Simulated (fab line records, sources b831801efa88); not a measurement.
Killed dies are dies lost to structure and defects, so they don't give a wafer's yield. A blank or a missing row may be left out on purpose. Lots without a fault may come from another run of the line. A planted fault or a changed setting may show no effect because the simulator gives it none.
A struck lot beside a sound one | flow sky130 | 35 steps out of a route of 708
Sound: wafers L377.1, L377.4, L377.6. Struck: wafers L386.1, L386.3, L386.4. The cause comes at the end.
At each step with rows: each side's tool, then ch and its chambers, then its first start. Under that, the readings that differ: sound wafers | struck wafers | difference of the means | sigmas: that difference in standard deviations of wafers without a fault.
alike: readings whose means differ by less than 2 such deviations, and words and numbers that are the same on both sides. not compared: withheld readings, readings that some wafer has no value for, bounds like >300 that may hide the same value, and numbers for which the record gives no deviation and whose values overlap.
The two part at a step that has a row with sigmas, a row that says differs or no value, or rows on one side only. Numbers that don't overlap but have no deviation are shown without sigmas and don't part them. A reading that every wafer of one side lacks parts them only if that side has two wafers or more.

first, 4 steps without rows for these wafers: SKY_METAL5_SOFTBAKE_10 (time 60 s); SKY_METAL5_EXPOSE_11 (exposes mask MM5, target cd 1600 nm); SKY_METAL5_PEB_12; SKY_METAL5_DEVELOP_13 (develop time 60 s).
SKY_METAL5_DESCUM_14: chemistry O2, time 11 s.
  sound on rie_metal-03 ch 1, day 45 04:01; struck on rie_metal-04 ch 0,1, day 47 04:41
  reading               | sound             | struck            | difference | sigmas
  oes_product_au (a.u.) | 1.036 1.032 1.034 | 0.998 1.009 1.003 | -0.031     | -2
  alike: drypump_motor_current_A
  not compared: rf_hours_counter_h
SKY_METAL5_METAL_ETCH_15: etches the open film in Cl2/BCl3, stops on SiO2, target depth 1260 nm, time 252 s.
  sound on rie_metal-03 ch 1, day 45 04:04; struck on rie_metal-04 ch 0,1, day 47 04:43
  alike: drypump_motor_current_A, oes_product_au, throttle_valve_pct
  not compared: rf_hours_counter_h
SKY_METAL5_STRIP_16: strips in O2/N2.
  sound on plasma_asher-02 ch 0,1, day 45 04:22; struck on plasma_asher-02 ch 0,1, day 47 04:57
  alike: drypump_motor_current_A, oes_product_au, strip_time_to_endpoint_s
  not compared: rf_hours_counter_h
then, 3 steps without rows for these wafers: SKY_METAL5_STRIP_17 (strips in post etch residue remover, time 1200 s); SKY_METAL5_CLEAN_18 (cleans in IPA, time 180 s); SKY_METAL5_CLEAN_19 (cleans in O3/DIW).
SKY_PASSIVATION_CVD_00: deposits SiO2, target thk 90 nm.
  sound on pecvd-03 ch 0,2, day 45 05:22; struck on pecvd-01 ch 0,1,2, day 47 05:32
  alike: heater_power_w
SKY_PASSIVATION_THK_MEAS_01:
  sound on film_metro-01, day 45 05:23; struck on film_metro-02, day 47 05:34
  alike: PASSIVATION_CVD_00_THK
SKY_PASSIVATION_CVD_02: deposits Si3N4, target thk 540 nm.
  sound on pecvd-04 ch 0,2, day 45 05:27; struck on pecvd-04 ch 0,1,2, day 47 05:37
  reading                                       | sound           | struck            | difference | sigmas
  model.Si3N4_of_PASSIVATION_CVD_02.thk_nm (nm) | 545.7 546.8 550 | 413.4 412.3 420.2 | -132.2     |
  alike: heater_power_w
SKY_PASSIVATION_THK_MEAS_03:
  sound on film_metro-03, day 45 05:41; struck on film_metro-01, day 47 05:51
  reading                     | sound       | struck      | difference | sigmas
  PASSIVATION_CVD_02_THK (nm) | 546 546 550 | 414 412 420 | -132       | -17
then, 7 steps without rows for these wafers: SKY_PASSIVATION_DEHYDRATE_04 (time 60 s); SKY_PASSIVATION_HMDS_05 (prime time 60 s); SKY_PASSIVATION_COAT_06 (resist thk 3000 nm); SKY_PASSIVATION_SOFTBAKE_07; SKY_PASSIVATION_EXPOSE_08 (exposes mask NSM, target cd 3000 nm); SKY_PASSIVATION_PEB_09; SKY_PASSIVATION_DEVELOP_10 (develop time 60 s).
SKY_PASSIVATION_ETCH_11: etches the open film in CF4/O2, stops on AlCu, target depth 725 nm, time 161.1 s.
  sound on rie_diel-03 ch 0,1,3, day 46 02:20; struck on rie_diel-03 ch 0,1,3, day 48 00:50
  reading                                 | sound             | struck            | difference | sigmas
  oes_product_au (a.u.)                   | 0.974 0.992 0.990 | 0.866 0.876 0.880 | -0.111     | -14
  throttle_valve_pct (%)                  | 5.984 5.971 5.975 | 5.932 5.925 5.953 | -0.040     | -4
  model.etch.depth_nm (nm)                | 708.9 713.9 714.9 | 575.9 575.9 586.7 | -133.1     |
  model.PASSIVATION.feature_depth_nm (nm) | 708.9 713.9 714.9 | 575.9 575.9 586.7 | -133.1     |
  alike: O2_flow_sccm, drypump_motor_current_A
  not compared: rf_hours_counter_h
then, 8 steps without rows for these wafers: SKY_PASSIVATION_STRIP_12 (strips in O2/N2); SKY_PAD_OPEN_DEHYDRATE_00 (time 60 s); SKY_PAD_OPEN_HMDS_01 (prime time 60 s); SKY_PAD_OPEN_COAT_02 (resist thk 3000 nm); SKY_PAD_OPEN_SOFTBAKE_03; SKY_PAD_OPEN_EXPOSE_04 (exposes mask PDM, target cd 60000 nm); SKY_PAD_OPEN_PEB_05; SKY_PAD_OPEN_DEVELOP_06 (develop time 60 s).
SKY_PAD_OPEN_ETCH_07: etches the open film in CF4/O2, stops on AlCu, target depth 725 nm, time 161.1 s.
  sound on rie_diel-02 ch 2,3, day 46 22:44; struck on rie_diel-04 ch 0,1,2, day 48 20:08
  reading                              | sound             | struck            | difference | sigmas
  oes_product_au (a.u.)                | 0.974 0.983 0.990 | 0.871 0.878 0.880 | -0.106     | -15
  throttle_valve_pct (%)               | 5.976 5.979 5.975 | 5.942 5.933 5.920 | -0.045     | -5
  model.etch.depth_nm (nm)             | 708.9 713.9 714.9 | 575.9 575.9 586.7 | -133.1     |
  model.PAD_OPEN.feature_depth_nm (nm) | 708.9 713.9 714.9 | 575.9 575.9 586.7 | -133.1     |
  alike: O2_flow_sccm, drypump_motor_current_A
  not compared: rf_hours_counter_h
SKY_PAD_OPEN_STRIP_08: strips in O2/N2.
  sound on plasma_asher-03 ch 0,1, day 46 22:50; struck on plasma_asher-03 ch 0,1, day 48 20:14
  alike: drypump_motor_current_A, oes_product_au
  not compared: rf_hours_counter_h
SKY_PAD_OPEN_STRIP_09: strips in post etch residue remover, time 1200 s.
  sound on wet_bench-03 ch 2, day 46 22:56; struck on wet_bench-02 ch 2, day 48 20:20
  reading                                       | sound             | struck        | difference | sigmas
  model.Si3N4_of_PASSIVATION_CVD_02.thk_nm (nm) | 545.3 546.5 549.7 | 413 412 419.9 | -132       |
  alike: bath_guard_temp_C
then, 2 steps without rows for these wafers: SKY_PAD_OPEN_CLEAN_10 (cleans in IPA, time 180 s); SKY_PAD_OPEN_PROBE_99.

WHERE THEY PART
First at SKY_METAL5_DESCUM_14; last, within this record, at SKY_PAD_OPEN_ETCH_07. Later steps at which nothing parts them and some readings are alike: SKY_PAD_OPEN_STRIP_08, SKY_PAD_OPEN_STRIP_09.

WHY: what the simulator had put in
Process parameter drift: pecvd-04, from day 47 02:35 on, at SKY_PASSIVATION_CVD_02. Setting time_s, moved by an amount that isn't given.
